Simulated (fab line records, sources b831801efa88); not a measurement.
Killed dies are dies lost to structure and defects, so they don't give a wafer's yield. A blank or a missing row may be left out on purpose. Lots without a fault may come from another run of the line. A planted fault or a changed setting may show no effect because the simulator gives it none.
Which tool did it? | flow sky130 | 24 lots, 72 wafers sampled, at 5 steps of a route of 708

WHAT THE GAUGES READ, wafer by wafer
SKY_POLY_GATE_CD_MEAS_13: target cd 150 nm. Usual: cd_nm 149.7 nm, standard deviation 1.2.
lot  | measured     | on        | cd_nm (nm)        | flag
L074 | day 17 13:39 | cd_sem-01 | 148.7 150.8 150.3 |
L075 | day 17 18:50 | cd_sem-02 | 147.9 147.5 147.9 |
L077 | day 18 03:17 | cd_sem-02 | 151.0 149.7 149.5 |
L076 | day 18 08:49 | cd_sem-01 | 147.7 149.1 148.5 |
L078 | day 18 18:23 | cd_sem-01 | 150.5 149.3 153.3 |
L079 | day 19 05:26 | cd_sem-01 | 148.8 150.0 150.5 |
L080 | day 19 11:55 | cd_sem-01 | 150.3 151.3 150.3 |
L081 | day 19 17:17 | cd_sem-01 | 151.1 151.8 150.8 |
L082 | day 20 01:35 | cd_sem-01 | 150.3 148.0 148.9 |
L083 | day 20 17:07 | cd_sem-01 | 149.9 149.0 150.5 |
L084 | day 21 03:42 | cd_sem-02 | 148.0 149.7 149.1 |
L085 | day 21 14:48 | cd_sem-02 | 150.0 149.9 149.6 |
L086 | day 22 03:26 | cd_sem-02 | 151.5 150.7 150.8 |
L087 | day 22 09:04 | cd_sem-01 | 150.2 149.6 149.9 |
L088 | day 22 17:34 | cd_sem-01 | 151.1 151.5 150.4 |
L089 | day 22 22:47 | cd_sem-02 | 150.0 148.7 150.8 |
L090 | day 23 05:21 | cd_sem-01 | 150.3 150.6 151.6 |
L091 | day 23 09:23 | cd_sem-02 | 148.6 147.3 148.6 |
L092 | day 23 20:08 | cd_sem-01 | 148.6 150.0 149.2 |
L093 | day 24 03:23 | cd_sem-02 | 149.6 150.3 149.4 |
L094 | day 24 05:57 | cd_sem-02 | 149.8 149.9 151.1 |
L096 | day 24 19:20 | cd_sem-01 | 150.5 150.1 149.9 |
L095 | day 24 22:19 | cd_sem-02 | 147.2 148.6 147.1 |
L097 | day 25 05:44 | cd_sem-02 | 149.2 148.3 147.5 |

SKY_SD_P_TW_MEAS_11. Usual: SD_P_TW 2816, standard deviation 34.
lot  | measured     | on            | SD_P_TW        | flag
L074 | day 26 21:31 | film_metro-02 | 2871 2854 2870 |
L075 | day 27 01:13 | film_metro-03 | 2790 2773 2779 |
L077 | day 27 12:41 | film_metro-02 | 2865 2857 2855 |
L076 | day 27 16:14 | film_metro-01 | 2806 2806 2808 |
L078 | day 27 23:38 | film_metro-01 | 2818 2801 2820 |
L079 | day 28 11:04 | film_metro-03 | 2781 2794 2777 |
L080 | day 28 18:46 | film_metro-03 | 2768 2795 2769 |
L081 | day 28 23:41 | film_metro-01 | 2822 2813 2811 |
L082 | day 29 04:50 | film_metro-03 | 2774 2762 2769 |
L083 | day 29 17:41 | film_metro-01 | 2816 2810 2817 |
L084 | day 30 04:04 | film_metro-01 | 2799 2781 2775 |
L085 | day 30 12:11 | film_metro-02 | 2849 2851 2844 |
L086 | day 31 01:55 | film_metro-03 | 2795 2793 2789 |
L087 | day 31 05:05 | film_metro-03 | 2795 2815 2790 |
L088 | day 31 15:11 | film_metro-03 | 2809 2808 2809 |
L089 | day 31 18:13 | film_metro-02 | 2883 2877 2874 |
L090 | day 31 22:15 | film_metro-02 | 2856 2864 2847 |
L091 | day 32 04:34 | film_metro-02 | 2844 2846 2842 |
L092 | day 32 16:02 | film_metro-03 | 2783 2796 2767 |
L093 | day 32 21:13 | film_metro-02 | 2842 2866 2865 |
L094 | day 32 23:28 | film_metro-02 | 2840 2852 2848 |
L096 | day 33 11:23 | film_metro-01 | 2802 2799 2817 |
L095 | day 33 16:29 | film_metro-03 | 2763 2774 2765 |
L097 | day 33 21:07 | film_metro-02 | 2853 2845 2844 |

SKY_LOCAL_INTERCONNECT_CD_MEAS_11: target cd 170 nm. Usual: cd_nm 170.3 nm, standard deviation 1.5.
lot  | measured     | on        | cd_nm (nm)        | flag
L074 | day 31 20:03 | cd_sem-02 | 167.8 168.3 169.3 |
L075 | day 31 21:36 | cd_sem-01 | 169.3 169.7 168.4 |
L077 | day 32 09:58 | cd_sem-02 | 170.6 172.5 170.5 |
L076 | day 32 15:20 | cd_sem-02 | 169.4 168.2 168.8 |
L078 | day 32 18:58 | cd_sem-02 | 171.1 170.4 169.9 |
L079 | day 33 05:28 | cd_sem-02 | 171.5 170.9 171.4 |
L080 | day 33 15:49 | cd_sem-02 | 171.0 170.6 171.7 |
L081 | day 33 20:49 | cd_sem-02 | 169.4 169.8 168.9 |
L082 | day 34 01:19 | cd_sem-02 | 171.9 171.1 171.3 |
L083 | day 34 11:56 | cd_sem-02 | 169.5 169.3 170.4 |
L084 | day 34 21:05 | cd_sem-02 | 172.8 172.0 174.3 |
L085 | day 35 05:45 | cd_sem-02 | 169.3 170.6 170.5 |
L086 | day 35 18:14 | cd_sem-02 | 170.7 169.5 168.9 |
L087 | day 36 00:25 | cd_sem-01 | 167.7 167.7 168.6 |
L088 | day 36 07:28 | cd_sem-01 | 168.9 170.5 170.6 |
L089 | day 36 10:29 | cd_sem-02 | 170.5 169.4 169.0 |
L090 | day 36 14:04 | cd_sem-01 | 171.9 171.6 170.8 |
L091 | day 36 19:59 | cd_sem-02 | 170.6 169.9 171.1 |
L092 | day 37 06:34 | cd_sem-02 | 170.6 169.7 169.3 |
L093 | day 37 11:04 | cd_sem-01 | 170.7 170.2 171.4 |
L094 | day 37 14:20 | cd_sem-01 | 171.9 172.6 170.0 |
L096 | day 38 01:58 | cd_sem-01 | 173.3 172.5 173.1 |
L095 | day 38 06:40 | cd_sem-02 | 169.3 172.4 170.4 |
L097 | day 38 10:32 | cd_sem-01 | 167.5 168.7 170.0 |

SKY_VIA1_THK_MEAS_23: measures by xrf. Usual: VIA1_W_THK 276 nm, standard deviation 3.2.
lot  | measured     | on            | VIA1_W_THK (nm) | flag
L074 | day 35 11:52 | film_metro-02 | 278 283 279     |
L075 | day 35 13:30 | film_metro-01 | 271 278 275     |
L077 | day 36 01:53 | film_metro-01 | 273 272 274     |
L076 | day 36 06:53 | film_metro-02 | 280 274 279     |
L078 | day 36 10:47 | film_metro-01 | 274 274 273     |
L079 | day 36 20:10 | film_metro-01 | 273 274 278     |
L080 | day 37 06:26 | film_metro-01 | 272 274 275     |
L081 | day 37 11:34 | film_metro-02 | 276 279 272     |
L082 | day 37 16:22 | film_metro-02 | 276 272 279     |
L083 | day 38 03:29 | film_metro-02 | 279 274 279     |
L084 | day 38 10:08 | film_metro-03 | 281 277 283     |
L085 | day 38 18:10 | film_metro-02 | 272 278 276     |
L086 | day 39 07:39 | film_metro-02 | 280 279 278     |
L087 | day 39 13:16 | film_metro-03 | 277 280 285     |
L088 | day 39 21:04 | film_metro-02 | 273 270 274     |
L089 | day 40 00:47 | film_metro-02 | 279 277 275     |
L090 | day 40 01:57 | film_metro-01 | 271 278 272     |
L091 | day 40 07:15 | film_metro-02 | 273 273 278     |
L092 | day 40 17:38 | film_metro-01 | 274 273 270     |
L093 | day 40 22:26 | film_metro-01 | 276 274 272     |
L094 | day 41 00:52 | film_metro-03 | 276 282 277     |
L096 | day 41 10:04 | film_metro-01 | 276 274 277     |
L095 | day 41 15:48 | film_metro-02 | 278 273 275     |
L097 | day 41 20:08 | film_metro-02 | 275 276 277     |

WHICH TOOL RAN EACH LOT (tool, then ch and the chambers of the sampled wafers, then the start)
lot  | SKY_VIA1_CMP_02
L074 | cmp-02 ch 0,2,3, day 34 07:31
L075 | cmp-02 ch 0,1,2, day 34 09:23
L077 | cmp-01 ch 0,1,2, day 34 21:50
L076 | cmp-02 ch 0,3, day 35 02:25
L078 | cmp-02 ch 0,1,3, day 35 06:50
L079 | cmp-02 ch 0,2,3, day 35 15:52
L080 | cmp-01 ch 1,3, day 36 02:18
L081 | cmp-02 ch 0,2, day 36 07:30
L082 | cmp-02 ch 1,2,3, day 36 12:10
L083 | cmp-01 ch 1,2, day 36 22:46
L084 | cmp-02 ch 1,2,3, day 37 06:32
L085 | cmp-01 ch 0,3, day 37 14:08
L086 | cmp-01 ch 2,3, day 38 03:41
L087 | cmp-01 ch 2,3, day 38 09:15
L088 | cmp-01 ch 1,2,3, day 38 17:34
L089 | cmp-01 ch 0,1, day 38 21:22
L090 | cmp-01 ch 0,2,3, day 38 22:23
L091 | cmp-01 ch 0,1,2, day 39 04:26
L092 | cmp-02 ch 1,3, day 39 15:17
L093 | cmp-01 ch 0,1,3, day 39 20:07
L094 | cmp-01 ch 1,2, day 39 23:04
L096 | cmp-01 ch 0,3, day 40 08:17
L095 | cmp-01 ch 0,2,3, day 40 13:05
L097 | cmp-02 ch 0,2,3, day 40 18:02
- SKY_VIA1_CMP_02: polishes SiO2.

WHAT THE TOOLS THEMSELVES READ (means of the sampled wafers that have a number; where no wafer has one, the mark that the record gives instead)
SKY_VIA1_CMP_02. Usual: motor_current_A 11.5 A, standard deviation 0.77; retaining_ring_pressure_frac 0.999, standard deviation 0.0051.
lot  | tool   | motor_current_A (A) | retaining_ring_pressure_frac | flag
L074 | cmp-02 | 10.8                | 0.999                        |
L075 | cmp-02 | 10.9                | 0.999                        |
L077 | cmp-01 | 11.4                | 1.003                        |
L076 | cmp-02 | 11.2                | 1.000                        |
L078 | cmp-02 | 11.3                | 1.004                        |
L079 | cmp-02 | 11.2                | 0.996                        |
L080 | cmp-01 | 12.8                | 0.997                        |
L081 | cmp-02 | 10.6                | 0.998                        |
L082 | cmp-02 | 11.3                | 0.997                        |
L083 | cmp-01 | 11.5                | 0.997                        |
L084 | cmp-02 | 11.3                | 0.998                        |
L085 | cmp-01 | 12.8                | 1.000                        |
L086 | cmp-01 | 11.8                | 0.996                        |
L087 | cmp-01 | 11.7                | 0.997                        |
L088 | cmp-01 | 11.8                | 0.996                        |
L089 | cmp-01 | 11.6                | 0.999                        |
L090 | cmp-01 | 11.8                | 1.002                        |
L091 | cmp-01 | 11.2                | 1.002                        |
L092 | cmp-02 | 11.2                | 1.001                        |
L093 | cmp-01 | 12.2                | 1.003                        |
L094 | cmp-01 | 11.3                | 0.999                        |
L096 | cmp-01 | 12.4                | 0.997                        |
L095 | cmp-01 | 11.7                | 0.998                        |
L097 | cmp-02 | 11.1                | 0.996                        |

THE ANSWER, worked out from the rows above alone
Rule: a lot is off if the mean of its wafers that have a number lies more than 3 standard deviations from the usual mean. A lot without any number at a reading at which 4 lots or more have one is off too. The other lots that the step has rows for count as sound. The gauges are gone through in route order, then the tools' own readings, and for those a lot's mean is taken as printed above. The first step at which some lot is off is used, and at that step the reading that is off furthest; a lot without a number counts as furthest.
No lot is off at any reading shown: from this, nothing can be told.

WHAT THE SIMULATOR HAD PUT IN
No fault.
